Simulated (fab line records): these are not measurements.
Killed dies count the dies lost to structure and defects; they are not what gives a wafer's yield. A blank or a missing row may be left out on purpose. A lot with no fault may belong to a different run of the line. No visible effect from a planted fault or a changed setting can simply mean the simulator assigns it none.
A lot that was struck, set against a sound lot / flow sky130 / 15 out of 708 route steps
Sound: wafers L237.2, L237.4, L237.5. The struck wafers were L244.4, L244.5, L244.6. The cause is named last.
For every step that has rows: the tool of each side, followed by ch and its chambers, followed by its first start. Under that, the readings that differ: sound wafers / struck wafers / difference of the means / sigmas: that difference in standard deviations of wafers without a fault.
alike: readings whose means differ by less than 2 such deviations, and words and numbers that are the same on both sides. not compared: withheld readings, readings that some wafer has no value for, bounds like >300 that may hide the same value, and numbers for which the record gives no deviation and whose values overlap.
The two part at a step that has a row with sigmas, a row that says differs or no value, or rows on one side only. Numbers that have no deviation but don't overlap get no sigmas and don't part them. Lack of a reading on every wafer of one side parts them only where that side has two or more wafers.

SKY_METAL2_THK_MEAS_06: measures by xrf.
  struck on film metro-02, day 37 00:34; sound on film metro-03, day 34 04:10
  alike: METAL2_ALCU_THK
then, 8 steps without rows for these wafers: SKY_METAL2_DEHYDRATE_07 (time 60 s); SKY_METAL2_HMDS_08 (prime time 60 s); SKY_METAL2_COAT_09 (resist thk 60 nm); SKY_METAL2_COAT_10 (resist thk 450 nm); SKY_METAL2_SOFTBAKE_11 (time 90 s); SKY_METAL2_EXPOSE_12 (exposes mask MM2, target cd 140 nm); SKY_METAL2_PEB_13; SKY_METAL2_DEVELOP_14 (develop time 60 s).
SKY_METAL2_CD_MEAS_15: the cd target is 140 nm.
  struck on cd sem-01, day 38 02:29; sound on cd sem-01, day 35 07:15
  alike: cd nm
SKY_METAL2_OVL_MEAS_16:
  struck on overlay-01, day 38 02:34; sound on overlay-02, day 35 07:22
  alike: METAL2_OVL
SKY_METAL2_DESCUM_17: chemistry O2, time 8 s.
  sound on rie metal-04 ch 0,1, day 35 07:23; struck on rie metal-01 ch 0, day 38 02:37
  alike: drypump motor current A, oes product au, rf fwd power W
  not compared: rf hours counter h
SKY_METAL2_ETCH_18: etches BARC in N2/H2, stops on SiO2, time 45.9 s, target depth 60 nm.
  sound on rie metal-04 ch 0,1, day 35 07:25; struck on rie metal-01 ch 0, day 38 02:42
reading=oes product au (a.u.); sound=0.854 0.857 0.857; struck=0.947 0.951 0.948; difference=+0.093; sigmas=+19
reading=rf fwd power W (W); sound=492.1 495.0 495.5; struck=- - -; difference=no value on the struck wafers; sigmas=
reading=run length s (s); sound=73.9 74.3 73.8; struck=70.0 69.8 69.6; difference=-4.2; sigmas=-5
reading=model.KrF-thick_of_METAL2_COAT_10.thk nm (nm); sound=391.4 391.9 393.1; struck=394 395 394.8; difference=+2; sigmas=
  alike: drypump motor current A, throttle valve pct
  not compared: rf hours counter h
SKY_METAL2_METAL_ETCH_19: etches the open film in Cl2/BCl3, stops on SiO2, target depth 360 nm, time 78 s.
  sound on rie metal-04 ch 0,1, day 35 07:29; struck on rie metal-01 ch 0, day 38 02:51
  alike: drypump motor current A, oes product au, rf fwd power W, run length s, throttle valve pct
  not compared: rf hours counter h
-- the record jumps here: 10 days lie between the struck wafers' starts before and after (it left off in module METAL2 and takes up again in module PAD_OPEN, whose first step shown is number 708 of the route) --
SKY_PAD_OPEN_PROBE_99:
  record: rows for the struck wafers here (prober-01, day 48 01:26), none for the sound ones

WHERE THEY PART
First at SKY_METAL2_ETCH_18; last, within this record, at SKY_PAD_OPEN_PROBE_99.

WHY: what the simulator had put in
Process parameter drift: rie metal-01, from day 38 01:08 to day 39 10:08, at SKY_METAL2_ETCH_18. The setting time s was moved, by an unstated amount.
